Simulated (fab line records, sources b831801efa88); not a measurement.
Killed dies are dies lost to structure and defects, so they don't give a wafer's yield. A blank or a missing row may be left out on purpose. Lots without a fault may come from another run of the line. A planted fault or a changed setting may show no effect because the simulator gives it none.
fab line records | flow sky130
record lots=6 wafers=18 last_day=50
route steps=708 shown LDD_N@252 LDD_P@255 LDD_HVN@267 PAD_OPEN@708
lots that met no fault: from a run of the same line without faults
start_h: hours from the record's first day to the start of the lot's first wafer shown | wait_h: hours since the lot's step before | " the same as in the row above | L1.1+2: a row that stands for several wafers | - no value, or no start given | * or withheld: withheld | < > ~ a bound
route shown NAME@n: a module of which the file shows steps, and the number in the route of the first | usual: mean/standard deviation of fault-free wafers | same: alike in all rows | chamber/n: place in a boat | sites: the reading at each site | _std_site: their standard deviation | _edge_site: outer sites' mean less inner sites' | radius_mm: how far each site lies from the wafer's centre | mask NAME#n: copy n | behind: the tool/chamber that last shaped the wafer | hold: why the lot was held/for how many hours/how that ended | device: the transistor (n, p or np) that didn't switch | end of line: the same wafers' tests at the end of the route | a step without rows: its recipe alone | killed: dies lost to structure and defects at the first sort, not the wafer's yield | map: a wafer's dies, x killed, . not, _ none there
set.NAME: the setting as run; set.NAME@STEP: as run at that earlier step | model.NAME: the simulator's own value behind a step, which no gauge read
lots at some steps of the route; a table a step, a row a wafer
services: from which hour (start_h, from the record's first day; less than 0 if before it) a tool's chamber was out of use, for how many hours, and why
## steps
# step SKY_LDD_N_IMPLANT_15
# recipe species=BF2 energy_kev=50 dose_cm2=5e+12 tilt_deg=30 rotation_deg=270
# step SKY_LDD_N_STRIP_16
# recipe chemistry=O2/N2 power_w=1400 pressure_mtorr=1500 platen_temp_c=withheld o2_flow_sccm=3000 n2_flow_sccm=300 overash_fraction=0.5
# usual chamber_pressure_mTorr=1500.1/1.4 drypump_motor_current_A=5.9/0.44 n2_flow_sccm=299.9/0.92 oes_product_au=0.406/0.0042 strip_time_to_endpoint_s=4.314/0.014
# columns lot.wafer tool chamber start_h wait_h chamber_pressure_mTorr drypump_motor_current_A n2_flow_sccm oes_product_au rf_hours_counter_h strip_time_to_endpoint_s
L155.3 plasma_asher-03 1 400.78 0.1 1498.6 6.5 298.6 0.401 - 4.308
L155.4 " 0 " " 1498.9 5.9 300.3 0.400 - 4.300
L155.5 " 1 " " 1501.6 6.5 300.6 0.408 - 4.282
L164.3 plasma_asher-04 1 488.69 0.1 1500.9 6.1 300.0 0.409 - 4.312
L164.4 " 0 " " 1498.6 6.1 300.3 0.410 - 4.332
L164.5 " 1 " " 1499.0 6.1 299.9 0.403 - 4.310
L170.1 plasma_asher-03 0 541.41 0.1 1498.9 5.9 300.3 0.409 43 4.327
L170.4 " 0 " " 1497.2 5.9 298.6 0.407 - 4.301
L170.6 " 1 " " 1497.9 6.5 300.5 0.402 - 4.322
L171.3 plasma_asher-04 0 549.29 0.1 1499.7 6.0 299.1 0.405 - 4.298
L171.4 " 1 " " 1500.9 6.1 299.6 0.405 - 4.320
L171.6 " 0 " " 1500.6 6.1 299.5 0.405 - 4.289
L172.3 plasma_asher-03 0 551.78 0.1 1500.3 5.9 301.2 0.409 - 4.290
L172.4 " 1 " " 1499.5 6.5 299.7 0.404 - 4.320
L172.6 " 0 " " 1499.1 5.8 300.9 0.413 - 4.307
L176.3 plasma_asher-01 1 595.00 0.1 1498.6 5.2 299.1 0.406 - 4.334
L176.4 " 0 " " 1501.6 5.2 298.9 0.406 - 4.334
L176.5 " 0 " " 1500.9 5.2 299.1 0.405 - 4.310
# step SKY_LDD_N_TW_MEAS_17
# usual LDD_N_TW=2594/19
# columns lot.wafer tool chamber start_h wait_h LDD_N_TW
L155.3 film_metro-02 - 400.87 0.1 2576
L155.4 " - " " 2578
L155.5 " - " " 2581
L164.3 film_metro-02 - 488.78 0.1 2561
L164.4 " - " " 2549
L164.5 " - " " 2582
L170.1 film_metro-01 - 541.51 0.1 2628
L170.4 " - " " 2621
L170.6 " - " " 2614
L171.3 film_metro-02 - 549.38 0.1 2582
L171.4 " - " " 2598
L171.6 " - " " 2576
L172.3 film_metro-02 - 551.87 0.1 2596
L172.4 " - " " 2594
L172.6 " - " " 2602
L176.3 film_metro-02 - 595.08 0.1 2566
L176.4 " - " " 2592
L176.5 " - " " 2564
# step SKY_LDD_P_DEHYDRATE_00
# recipe temp_c=200 time_s=60
# step SKY_LDD_P_HMDS_01
# recipe prime_time_s=60 prime_temp_c=120
# step SKY_LDD_P_COAT_02
# recipe resist=NOVOLAK spin_rpm=3000 resist_thk_nm=1140
# step SKY_LDD_P_SOFTBAKE_03
# recipe temp_c=90.37 time_s=60 resist=NOVOLAK
# step SKY_LDD_P_EXPOSE_04
# recipe mask_id=PSDM na=0.6 source_shape=conventional sigma_outer=0.6 polarization=unpolarized target_cd_nm=380 dose_mj=138
# step SKY_LDD_P_PEB_05
# recipe temp_c=withheld time_s=* resist=NOVOLAK
# step SKY_LDD_P_DEVELOP_06
# recipe resist=NOVOLAK developer=TMAH develop_time_s=60 dev_temp_c=23
# step SKY_LDD_P_CD_MEAS_07
# recipe target_cd_nm=380
# usual cd_nm=379.2/2.3
# columns lot.wafer tool chamber start_h wait_h cd_nm
L155.3 cd_sem-02 - 430.07 0.1 379.2
L155.4 " - " " 382.0
L155.5 " - " " 379.6
L164.3 cd_sem-01 - 518.66 0.1 383.6
L164.4 " - " " 382.5
L164.5 " - " " 380.9
L170.1 cd_sem-02 - 571.37 0.1 381.3
L170.4 " - " " 378.9
L170.6 " - " " 382.5
L171.3 cd_sem-01 - 578.41 0.1 377.0
L171.4 " - " " 379.2
L171.6 " - " " 375.4
L172.3 cd_sem-01 - 581.56 0.1 380.9
L172.4 " - " " 378.8
L172.6 " - " " 379.0
L176.3 cd_sem-01 - 623.92 0.1 377.9
L176.4 " - " " 378.1
L176.5 " - " " 378.1
# step SKY_LDD_P_OVL_MEAS_08
# usual LDD_P_OVL=-0.3/1.4
# columns lot.wafer tool chamber start_h wait_h LDD_P_OVL[nm]
L155.3 overlay-02 - 430.16 0.1 0.3
L155.4 " - " " 1.3
L155.5 " - " " 0.9
L164.3 overlay-02 - 518.75 0.1 0.3
L164.4 " - " " 1.1
L164.5 " - " " 2.6
L170.1 overlay-02 - 571.49 0.1 -2.5
L170.4 " - " " -3.1
L170.6 " - " " -1.7
L171.3 overlay-01 - 578.50 0.1 2.4
L171.4 " - " " -0.7
L171.6 " - " " 0.6
L172.3 overlay-02 - 581.65 0.1 -1.3
L172.4 " - " " 1.4
L172.6 " - " " -2.0
L176.3 overlay-02 - 624.01 0.1 0.6
L176.4 " - " " 1.5
L176.5 " - " " 0.6
# step SKY_LDD_P_IMPLANT_09
# recipe species=BF2 energy_kev=25 dose_cm2=1e+13 tilt_deg=withheld
# usual dose_ions_cm2=1.0002e+13/1.2e+10 faraday_current_uA=56.3/1.2
# same implant_ion_amu=49
# columns lot.wafer tool chamber start_h wait_h dose_ions_cm2 faraday_current_uA
L155.3 implanter-01 0 430.24 0.1 1.0012e+13 58.4
L155.4 " 0 " " 9.997e+12 57.7
L155.5 " 0 " " 9.999e+12 57.0
L164.3 implanter-02 0 518.83 0.1 9.992e+12 56.8
L164.4 " 0 " " 9.989e+12 57.1
L164.5 " 0 " " 9.998e+12 55.2
L170.1 implanter-02 0 571.53 0.0 6.328e+12 37.5
L170.4 " 0 " " 6.339e+12 36.4
L170.6 " 0 " " 6.326e+12 35.1
L171.3 implanter-01 0 578.58 0.1 9.996e+12 56.7
L171.4 " 0 " " 1.001e+13 54.7
L171.6 " 0 " " 9.995e+12 57.3
L172.3 implanter-02 0 581.73 0.1 6.339e+12 35.6
L172.4 " 0 " " 6.323e+12 35.9
L172.6 " 0 " " 6.345e+12 34.8
L176.3 implanter-04 0 624.08 0.1 1.0002e+13 55.9
L176.4 " 0 " " 9.978e+12 57.8
L176.5 " 0 " " 9.976e+12 54.7
# step SKY_LDD_P_STRIP_10
# recipe chemistry=O2/N2 power_w=1400 pressure_mtorr=1500 platen_temp_c=withheld o2_flow_sccm=3000 n2_flow_sccm=300 overash_fraction=0.5
# usual chamber_pressure_mTorr=1499.9/1.3 drypump_motor_current_A=6.0/0.33 n2_flow_sccm=300.0/0.99 oes_product_au=0.716/0.005 strip_time_to_endpoint_s=14.16/0.041
# columns lot.wafer tool chamber start_h wait_h chamber_pressure_mTorr drypump_motor_current_A n2_flow_sccm oes_product_au rf_hours_counter_h strip_time_to_endpoint_s
L155.3 plasma_asher-03 1 430.37 0.1 1499.5 6.5 300.7 0.719 - 14.21
L155.4 " 0 " " 1500.4 5.9 300.7 0.722 - 14.18
L155.5 " 1 " " 1498.9 6.5 301.7 0.723 - 14.15
L164.3 plasma_asher-03 0 518.96 0.1 1499.2 5.9 300.6 0.711 - 14.18
L164.4 " 1 " " 1500.8 6.5 298.5 0.728 - 14.16
L164.5 " 1 " " 1497.7 6.5 298.9 0.718 - 14.18
L170.1 plasma_asher-04 1 571.68 0.1 1496.3 6.1 300.3 0.726 82 14.20
L170.4 " 0 " " 1500.3 6.1 299.7 0.708 - 14.18
L170.6 " 1 " " 1498.9 6.0 300.7 0.718 - 14.11
L171.3 plasma_asher-04 0 578.71 0.1 1500.3 6.0 298.5 0.721 - 14.23
L171.4 " 1 " " 1500.6 6.1 299.8 0.714 - 14.25
L171.6 " 1 " " 1498.5 6.1 298.9 0.718 - 14.20
L172.3 plasma_asher-04 0 581.86 0.1 1502.2 6.0 298.7 0.718 - 14.15
L172.4 " 1 " " 1499.1 6.0 300.2 0.714 - 14.17
L172.6 " 0 " " 1499.0 6.0 297.4 0.708 - 14.17
L176.3 plasma_asher-03 0 624.22 0.1 1501.0 5.9 300.5 0.720 - 14.19
L176.4 " 1 " " 1500.5 6.5 299.6 0.708 - 14.26
L176.5 " 1 " " 1497.9 6.6 299.2 0.715 - 14.20
# step SKY_LDD_P_TW_MEAS_11
# usual LDD_P_TW=639/6
# columns lot.wafer tool chamber start_h wait_h LDD_P_TW
L155.3 film_metro-02 - 430.46 0.1 635
L155.4 " - " " 635
L155.5 " - " " 635
L164.3 film_metro-04 - 519.05 0.1 642
L164.4 " - " " 642
L164.5 " - " " 642
L170.1 film_metro-02 - 571.78 0.1 548
L170.4 " - " " 545
L170.6 " - " " 549
L171.3 film_metro-03 - 578.80 0.1 642
L171.4 " - " " 642
L171.6 " - " " 645
L172.3 film_metro-04 - 581.95 0.1 563
L172.4 " - " " 559
L172.6 " - " " 557
L176.3 film_metro-03 - 624.30 0.1 650
L176.4 " - " " 647
L176.5 " - " " 649
# step SKY_LDD_HVN_DEHYDRATE_00
# recipe temp_c=200 time_s=60
# step SKY_PAD_OPEN_PROBE_99
# usual killed_at_M0_to_M3=42/6.9 killed_at_M4_up=3.2/1.7 killed_at_contacts=25/5.1 killed_at_front_end=15/4.5 killed_at_other=0.4/0.63 killed_dies=86/9.3 killed_open=46/7 killed_short=39/6.9
# same gross_dies=492 killed_at_back_side=0
# columns lot.wafer tool chamber start_h wait_h killed_at_M0_to_M3 killed_at_M4_up killed_at_contacts killed_at_front_end killed_at_other killed_dies killed_open killed_short model.etest.tip_p.rs_ohm_sq model.etest.tip_p.rs_ohm_sq_range model.etest.pfet_01v8.vt_sat_v model.etest.pfet_01v8_hvt.vt_sat_v model.etest.pfet_01v8.vt_v model.etest.pfet_01v8_hvt.vt_v
L155.3 prober-01 - 1077.29 0.2 43 2 21 13 1 80 47 33 6708 153.3 -0.5445 -0.798 -0.7631 -0.8726
L155.4 prober-01 - 1077.34 0.2 28 8 19 26 0 81 38 42 6740 143.9 -0.5354 -0.7978 -0.7604 -0.876
L155.5 prober-01 - 1077.39 0.2 40 1 14 11 0 66 39 27 6753 196.1 -0.4883 -0.7756 -0.7479 -0.8687
L164.3 prober-01 - 1132.18 0.2 34 5 19 18 1 77 32 43 6733 192.2 -0.5338 -0.7958 -0.7633 -0.8741
L164.4 prober-01 - 1132.23 0.2 45 5 36 5 1 92 52 39 6841 207 -0.5689 -0.8156 -0.7761 -0.8865
L164.5 prober-01 - 1132.28 0.2 47 1 28 14 3 93 53 40 6771 182.1 -0.5679 -0.8224 -0.7774 -0.8902
L170.1 prober-01 - 1168.16 0.1 39 1 30 19 0 89 47 42 1.03e+04 222.1 -0.6444 -0.8542 -0.82 -0.9148
L170.4 prober-01 - 1168.31 0.2 41 1 27 13 0 82 50 31 1.024e+04 271.9 -0.6382 -0.8548 -0.821 -0.9157
L170.6 prober-01 - 1168.41 0.2 32 1 23 29 0 85 50 35 1.019e+04 274.9 -0.6351 -0.8506 -0.8153 -0.9138
L171.3 prober-02 - 1171.82 0.2 53 2 21 16 1 93 55 37 6935 208.5 -0.6072 -0.8376 -0.8034 -0.9005
L171.4 prober-02 - 1171.87 0.2 47 1 22 15 0 85 56 29 6946 212.8 -0.6399 -0.8556 -0.8133 -0.9127
L171.6 prober-02 - 1171.97 0.2 39 7 25 18 0 89 47 42 6882 184.5 -0.62 -0.8453 -0.8056 -0.9082
L172.3 prober-01 - 1173.69 0.2 44 6 20 10 1 81 36 45 1.016e+04 359 -0.6358 -0.8435 -0.8206 -0.9098
L172.4 prober-01 - 1173.74 0.2 39 4 27 15 0 85 49 36 1.023e+04 335.3 -0.6625 -0.8647 -0.8283 -0.922
L172.6 prober-01 - 1173.84 0.2 40 3 23 13 1 80 46 34 1.013e+04 278.6 -0.6693 -0.8677 -0.8328 -0.92
L176.3 prober-01 - 1198.19 0.2 42 3 22 10 1 78 39 39 6847 188 -0.5768 -0.8211 -0.7832 -0.8889
L176.4 prober-01 - 1198.24 0.2 34 4 42 17 0 97 52 44 6923 296.8 -0.5739 -0.8241 -0.7776 -0.8921
L176.5 prober-01 - 1198.29 0.2 42 4 30 21 0 97 54 43 6876 278.6 -0.5921 -0.8287 -0.7852 -0.8924
# killed by level:class
L155.3 VIA1:geometric_particle:open=12 CONTACT:geometric_particle:open=8 VIA3:geometric_particle:open=7 LI_CONTACT:geometric_particle:open=6 VIA1:geometric_particle:short=5 CONTACT:geometric_particle:short=4 VIA2:geometric_particle:open=4 FIELD_ISO:geometric_particle:open=3
L155.4 FIELD_ISO:geometric_particle:short=9 VIA1:geometric_particle:open=8 FIELD_ISO:geometric_particle:open=6 CONTACT:geometric_particle:open=6 METAL4:geometric_particle:short=6 CONTACT:geometric_particle:short=5 LI_CONTACT:geometric_particle:open=4 POLY_GATE:geometric_particle:short=3
L155.5 VIA1:geometric_particle:open=11 VIA3:geometric_particle:open=9 CONTACT:geometric_particle:open=6 VIA1:geometric_particle:short=5 METAL1:geometric_particle:short=4 VIA2:geometric_particle:open=4 POLY_GATE:geometric_particle:short=3 POLY_GATE:geometric_particle:open=3
L164.3 CONTACT:geometric_particle:open=8 FIELD_ISO:geometric_particle:short=7 VIA1:geometric_particle:open=6 METAL2:geometric_particle:short=6 CONTACT:geometric_particle:short=5 METAL3:geometric_particle:short=5 VIA3:geometric_particle:open=5 LOCAL_INTERCONNECT:geometric_particle:short=4
L164.4 VIA1:geometric_particle:open=14 CONTACT:geometric_particle:open=12 LI_CONTACT:geometric_particle:open=9 CONTACT:geometric_particle:short=8 VIA2:geometric_particle:open=7 METAL1:geometric_particle:short=5 VIA3:geometric_particle:open=4 VIA1:geometric_particle:short=4
L164.5 CONTACT:geometric_particle:open=12 VIA1:geometric_particle:open=12 VIA3:geometric_particle:open=10 METAL2:geometric_particle:short=9 CONTACT:geometric_particle:short=8 LI_CONTACT:geometric_particle:open=5 VIA2:geometric_particle:open=4 FIELD_ISO:geometric_particle:open=3
L170.1 CONTACT:geometric_particle:open=15 FIELD_ISO:geometric_particle:short=10 LI_CONTACT:geometric_particle:open=6 VIA1:geometric_particle:short=6 VIA1:geometric_particle:open=6 VIA2:geometric_particle:open=6 METAL3:geometric_particle:short=5 VIA3:geometric_particle:short=5
L170.4 CONTACT:geometric_particle:open=13 VIA1:geometric_particle:open=10 VIA2:geometric_particle:open=8 LI_CONTACT:geometric_particle:open=7 FIELD_ISO:geometric_particle:short=5 VIA1:geometric_particle:short=5 FIELD_ISO:geometric_particle:open=4 VIA3:geometric_particle:short=4
L170.6 FIELD_ISO:geometric_particle:open=11 VIA2:geometric_particle:open=10 VIA1:geometric_particle:open=9 POLY_GATE:geometric_particle:short=7 LI_CONTACT:geometric_particle:open=7 CONTACT:geometric_particle:open=6 POLY_GATE:geometric_particle:open=5 CONTACT:geometric_particle:short=5
L171.3 VIA2:geometric_particle:open=11 LI_CONTACT:geometric_particle:open=10 VIA1:geometric_particle:open=9 CONTACT:geometric_particle:open=6 METAL3:geometric_particle:short=6 VIA3:geometric_particle:open=6 METAL2:geometric_particle:short=5 VIA3:geometric_particle:short=5
L171.4 CONTACT:geometric_particle:open=10 VIA1:geometric_particle:open=10 FIELD_ISO:geometric_particle:open=9 METAL2:geometric_particle:short=9 LI_CONTACT:geometric_particle:open=7 VIA2:geometric_particle:open=7 METAL1:geometric_particle:short=5 VIA3:geometric_particle:open=5
L171.6 VIA1:geometric_particle:open=15 CONTACT:geometric_particle:open=11 METAL2:geometric_particle:short=8 FIELD_ISO:geometric_particle:short=7 LI_CONTACT:geometric_particle:open=6 CONTACT:geometric_particle:short=5 METAL4:geometric_particle:short=5 VIA1:geometric_particle:short=5
L172.3 VIA1:geometric_particle:short=11 VIA1:geometric_particle:open=9 VIA2:geometric_particle:open=7 CONTACT:geometric_particle:open=6 METAL4:geometric_particle:short=5 LOCAL_INTERCONNECT:geometric_particle:short=5 LI_CONTACT:geometric_particle:open=4 VIA3:geometric_particle:short=4
L172.4 CONTACT:geometric_particle:open=12 VIA1:geometric_particle:open=10 VIA1:geometric_particle:short=7 METAL2:geometric_particle:short=7 VIA3:geometric_particle:open=6 FIELD_ISO:geometric_particle:open=5 LOCAL_INTERCONNECT:geometric_particle:short=5 LI_CONTACT:geometric_particle:open=4
L172.6 VIA2:geometric_particle:open=10 LI_CONTACT:geometric_particle:open=7 CONTACT:geometric_particle:open=7 VIA1:geometric_particle:open=7 VIA3:geometric_particle:open=5 FIELD_ISO:geometric_particle:short=4 VIA1:geometric_particle:short=4 METAL3:geometric_particle:short=4
L176.3 LI_CONTACT:geometric_particle:open=8 VIA1:geometric_particle:open=8 METAL1:geometric_particle:short=7 CONTACT:geometric_particle:short=6 VIA3:geometric_particle:open=6 VIA2:geometric_particle:open=6 VIA3:geometric_particle:short=6 CONTACT:geometric_particle:open=5
L176.4 CONTACT:geometric_particle:open=16 LI_CONTACT:geometric_particle:open=11 FIELD_ISO:geometric_particle:short=8 VIA3:geometric_particle:open=8 VIA1:geometric_particle:open=6 VIA2:geometric_particle:open=6 LOCAL_INTERCONNECT:geometric_particle:short=5 METAL1:geometric_particle:short=5
L176.5 CONTACT:geometric_particle:open=11 LI_CONTACT:geometric_particle:open=9 VIA1:geometric_particle:open=9 FIELD_ISO:geometric_particle:short=6 METAL2:geometric_particle:short=6 VIA2:geometric_particle:open=6 VIA3:geometric_particle:open=6 VIA1:geometric_particle:short=5
## services
# columns tool chamber start_h hours kind
plasma_asher-03 - 405.95 3.6 repair
implanter-01 - 411.15 2.0 repair
implanter-04 - 414.50 3.7 repair
plasma_asher-01 - 421.25 9.0 pm
plasma_asher-01 0 421.25 9.0 vent_cycle
plasma_asher-01 1 421.25 9.0 vent_cycle
plasma_asher-01 0 430.25 - clean
plasma_asher-01 1 430.25 - clean
plasma_asher-04 - 436.79 7.9 repair
implanter-02 - 443.34 3.8 pm
implanter-02 - 459.16 3.0 pm
plasma_asher-04 - 478.81 6.4 repair
plasma_asher-04 - 493.44 28.1 pm
implanter-01 - 506.08 17.3 repair
implanter-04 - 507.39 0.7 repair
implanter-04 - 525.73 10.4 repair
implanter-04 - 541.41 10.4 pm
plasma_asher-01 - 565.73 2.4 repair
implanter-04 - 572.89 1.0 repair
plasma_asher-03 - 584.37 3.5 repair
implanter-04 - 607.10 2.8 pm
implanter-04 - 619.15 3.0 repair
## key
first_sign step=SKY_LDD_P_IMPLANT_09 reading=dose_ions_cm2 direction=down sigmas=99+ usual=* struck=*
effect step=SKY_LDD_P_IMPLANT_09 reading=faraday_current_uA direction=down sigmas=17 usual=56.3 struck=35.9
effect step=SKY_LDD_P_TW_MEAS_11 reading=LDD_P_TW direction=down sigmas=14 usual=639 struck=553
model_effect step=SKY_PAD_OPEN_PROBE_99 value=etest.tip_p.rs_ohm_sq without=6917 struck=1.021e+04
met_at SKY_LDD_P_IMPLANT_09
struck_wafers L170.1,L170.4,L170.6,L172.3,L172.4,L172.6
tester_left_out L170,L172
onset_between 518.83 571.53
fault kind=process_parameter_drift tool=implanter-02 chamber=- onset_h=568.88 steps=SKY_LDD_P_IMPLANT_09 channel=dose_cm2 offset=* shape=step end_h=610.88 acts_in=* stated=*
# tester_left_out: of these lots the tester's yield and bins aren't shown, on N5 and GAA mostly nor the transistor test; their killed dies are dies lost to structure and defects alone, not to doping, threshold or leakage, so they don't give the yield
